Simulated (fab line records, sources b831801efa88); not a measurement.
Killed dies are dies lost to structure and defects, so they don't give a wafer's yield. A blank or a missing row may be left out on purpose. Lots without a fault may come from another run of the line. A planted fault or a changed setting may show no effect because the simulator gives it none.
fab line records | flow sky130
record lots=14 wafers=42 last_day=50
route steps=708 shown FIELD_ISO@14 NWELL@63
lots that met no fault: from a run of the same line without faults
start_h: hours from the record's first day to the start of the lot's first wafer shown | wait_h: hours since the lot's step before | " the same as in the row above | L1.1+2: a row that stands for several wafers | - no value, or no start given | * or withheld: withheld | < > ~ a bound
route shown NAME@n: a module of which the file shows steps, and the number in the route of the first | usual: mean/standard deviation of fault-free wafers | same: alike in all rows | chamber/n: place in a boat | sites: the reading at each site | _std_site: their standard deviation | _edge_site: outer sites' mean less inner sites' | radius_mm: how far each site lies from the wafer's centre | mask NAME#n: copy n | behind: the tool/chamber that last shaped the wafer | hold: why the lot was held/for how many hours/how that ended | device: the transistor (n, p or np) that didn't switch | end of line: the same wafers' tests at the end of the route | a step without rows: its recipe alone | killed: dies lost to structure and defects at the first sort, not the wafer's yield | map: a wafer's dies, x killed, . not, _ none there
set.NAME: the setting as run; set.NAME@STEP: as run at that earlier step | model.NAME: the simulator's own value behind a step, which no gauge read
steps of the route over a sample of lots; a table a step, a row a wafer
## steps
# step SKY_FIELD_ISO_CD_MEAS_13
# recipe target_cd_nm=150
# usual cd_nm=149.4/1.4
# columns lot.wafer tool chamber start_h wait_h cd_nm
L341.1 cd_sem-01 - 35.03 - 148.9
L341.5 " - " " 149.1
L341.6 " - " " 148.9
L343.1 cd_sem-02 - 44.96 - 149.9
L343.4 " - " " 148.0
L343.5 " - " " 149.4
L345.1 cd_sem-01 - 54.58 - 151.1
L345.3 " - " " 149.5
L345.5 " - " " 149.7
L346.3 cd_sem-02 - 60.90 - 147.3
L346.5 " - " " 148.9
L346.6 " - " " 148.7
L347.1 cd_sem-02 - 68.66 - 151.1
L347.3 " - " " 148.9
L347.4 " - " " 148.9
L349.3 cd_sem-01 - 75.97 - 149.0
L349.4 " - " " 149.4
L349.6 " - " " 148.0
L351.3 cd_sem-01 - 86.70 - 149.2
L351.5 " - " " 148.4
L351.6 " - " " 150.0
L355.4 cd_sem-02 - 107.37 - 149.6
L355.5 " - " " 149.0
L355.6 " - " " 148.8
L356.1 cd_sem-02 - 112.71 - 148.6
L356.2 " - " " 150.8
L356.5 " - " " 150.9
L357.3 cd_sem-02 - 118.40 - 148.7
L357.4 " - " " 150.1
L357.6 " - " " 150.0
L359.1 cd_sem-01 - 128.21 - 147.2
L359.2 " - " " 147.5
L359.6 " - " " 149.6
L361.2 cd_sem-02 - 136.68 - 151.7
L361.4 " - " " 151.7
L361.5 " - " " 151.1
L362.3 cd_sem-01 - 144.32 - 146.4
L362.4 " - " " 148.5
L362.6 " - " " 147.6
L363.2 cd_sem-01 - 149.70 - 151.6
L363.4 " - " " 150.9
L363.5 " - " " 151.6
# step SKY_FIELD_ISO_WET_ETCH_18
# recipe chemistry=H3PO4 target_depth_nm=25 temp_c=160 target=Si3N4 time_s=286
# usual bath_guard_temp_C=159.9/0.52 bath_heat_duty_pct=27.1/2.7
# columns lot.wafer tool chamber start_h wait_h bath_guard_temp_C bath_heat_duty_pct
L341.1 wet_bench-03 1 35.42 0.0 160.1 24.8
L341.5 " 1 " " 160.4 23.7
L341.6 " 1 " " 160.2 24.5
L343.1 wet_bench-02 0 45.35 0.0 159.2 29.5
L343.4 " 0 " " 158.6 32.7
L343.5 " 0 " " 159.1 31.1
L345.1 wet_bench-02 2 54.97 0.0 159.8 23.8
L345.3 " 2 " " 159.5 24.8
L345.5 " 2 " " 159.6 24.2
L346.3 wet_bench-02 3 61.25 0.0 - -
L346.5 " 3 " " - -
L346.6 " 3 " " - -
L347.1 wet_bench-03 0 69.05 0.0 - -
L347.3 " 0 " " - -
L347.4 " 0 " " - -
L349.3 wet_bench-03 2 76.32 0.0 160.1 26.3
L349.4 " 2 " " 160.1 29.6
L349.6 " 2 " " 160.5 26.7
L351.3 wet_bench-03 2 87.05 0.0 160.2 26.7
L351.5 " 2 " " 160.0 27.7
L351.6 " 2 " " 160.2 28.6
L355.4 wet_bench-03 0 107.70 0.0 159.5 25.2
L355.5 " 0 " " 159.5 26.2
L355.6 " 0 " " 159.7 26.1
L356.1 wet_bench-04 0 113.10 0.0 159.9 29.1
L356.2 " 0 " " 160.1 30.5
L356.5 " 0 " " 159.9 30.7
L357.3 wet_bench-03 2 118.75 0.0 160.1 28.2
L357.4 " 2 " " 160.3 28.7
L357.6 " 2 " " 160.1 28.6
L359.1 wet_bench-03 1 128.60 0.0 160.4 24.6
L359.2 " 1 " " 160.6 22.8
L359.6 " 1 " " 160.5 24.8
L361.2 wet_bench-03 2 137.05 0.0 160.2 28.0
L361.4 " 2 " " 160.3 25.2
L361.5 " 2 " " 159.8 27.2
L362.3 wet_bench-03 3 144.67 0.0 160.3 27.7
L362.4 " 3 " " 160.3 26.8
L362.6 " 3 " " 160.2 25.0
L363.2 wet_bench-02 2 150.07 0.0 160.1 22.4
L363.4 " 2 " " 160.1 24.0
L363.5 " 2 " " 159.8 25.0
# step SKY_NWELL_OVL_MEAS_10
# usual NWELL_00_OVL=0.2/1.3
# columns lot.wafer tool chamber start_h wait_h NWELL_00_OVL[nm]
L341.1 overlay-01 - 93.16 - -0.2
L341.5 " - " " -3.8
L341.6 " - " " -0.7
L343.1 overlay-02 - 107.82 - 2.2
L343.4 " - " " 0.8
L343.5 " - " " 1.2
L345.1 overlay-02 - 117.06 - 1.8
L345.3 " - " " 0.9
L345.5 " - " " 2.2
L349.3 overlay-01 - 138.62 - 0.3
L349.4 " - " " 0.4
L349.6 " - " " -1.3
L351.3 overlay-02 - 147.39 - 0.4
L351.5 " - " " -1.3
L351.6 " - " " -0.5
L355.4 overlay-01 - 184.30 - -1.8
L355.5 " - " " -0.5
L355.6 " - " " -1.5
L357.3 overlay-02 - 187.54 - 2.1
L357.4 " - " " 1.0
L357.6 " - " " -0.2
L356.1 overlay-01 - 188.82 - 2.2
L356.2 " - " " 1.3
L356.5 " - " " 2.1
L359.1 overlay-02 - 197.93 - -1.1
L359.2 " - " " -0.4
L359.6 " - " " -0.2
L361.2 overlay-02 - 204.82 - 2.1
L361.4 " - " " 0.9
L361.5 " - " " 2.6
L362.3 overlay-02 - 211.99 - 1.7
L362.4 " - " " -0.7
L362.6 " - " " 0.6
L363.2 overlay-01 - 219.92 - 0.6
L363.4 " - " " -1.4
L363.5 " - " " 0.6
# step SKY_NWELL_TW_MEAS_26
# usual NWELL_2_TW=497/4.1
# columns lot.wafer tool chamber start_h wait_h NWELL_2_TW
L341.1 film_metro-02 - 110.72 0.1 495
L341.5 " - " " 493
L341.6 " - " " 497
L343.1 film_metro-02 - 125.61 0.1 492
L343.4 " - " " 490
L343.5 " - " " 492
L345.1 film_metro-03 - 135.52 0.1 498
L345.3 " - " " 496
L345.5 " - " " 498
L349.3 film_metro-02 - 159.04 0.1 492
L349.4 " - " " 492
L349.6 " - " " 492
L351.3 film_metro-02 - 168.25 0.1 492
L351.5 " - " " 490
L351.6 " - " " 488
L355.4 film_metro-03 - 206.58 0.1 495
L355.5 " - " " 495
L355.6 " - " " 496
L357.3 film_metro-01 - 209.02 0.1 504
L357.4 " - " " 502
L357.6 " - " " 504
L356.1 film_metro-02 - 210.62 0.1 491
L356.2 " - " " 492
L356.5 " - " " 492
L359.1 film_metro-03 - 220.85 0.1 496
L359.2 " - " " 499
L359.6 " - " " 501
L361.2 film_metro-02 - 227.51 0.1 492
L361.4 " - " " 493
L361.5 " - " " 495
L362.3 film_metro-01 - 235.12 0.1 499
L362.4 " - " " 498
L362.6 " - " " 499
L363.2 film_metro-01 - 243.76 0.1 498
L363.4 " - " " 496
L363.5 " - " " 500
## key
first_sign step=SKY_FIELD_ISO_WET_ETCH_18 reading=tool_record direction=missing
effect none on later readings
met_at SKY_FIELD_ISO_WET_ETCH_18
struck_lots L346,L347
later_rows_left_out L346.3,L346.5,L346.6,L347.1,L347.3,L347.4
sort_left_out L346.3,L346.5,L346.6,L347.1,L347.3,L347.4
tester_left_out L346,L347
not_acting_at SKY_FIELD_ISO_CD_MEAS_13,SKY_NWELL_OVL_MEAS_10,SKY_NWELL_TW_MEAS_26
onset_between 54.97 61.25
fault kind=skipped_step_whole tool=wet_bench-02,wet_bench-03 chamber=- onset_h=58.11 steps=SKY_FIELD_ISO_WET_ETCH_18 scope=struck_lots_only
# tester_left_out: of these lots the tester's yield and bins aren't shown, on N5 and GAA mostly nor the transistor test; their killed dies are dies lost to structure and defects alone, not to doping, threshold or leakage, so they don't give the yield
# sort_left_out: the simulated sort isn't trusted on such a fault, so these wafers' sort isn't shown, and their yield isn't known
# later_rows_left_out: the simulator's readings of these wafers behind a module that went badly wrong aren't trusted and aren't shown, but for the sort
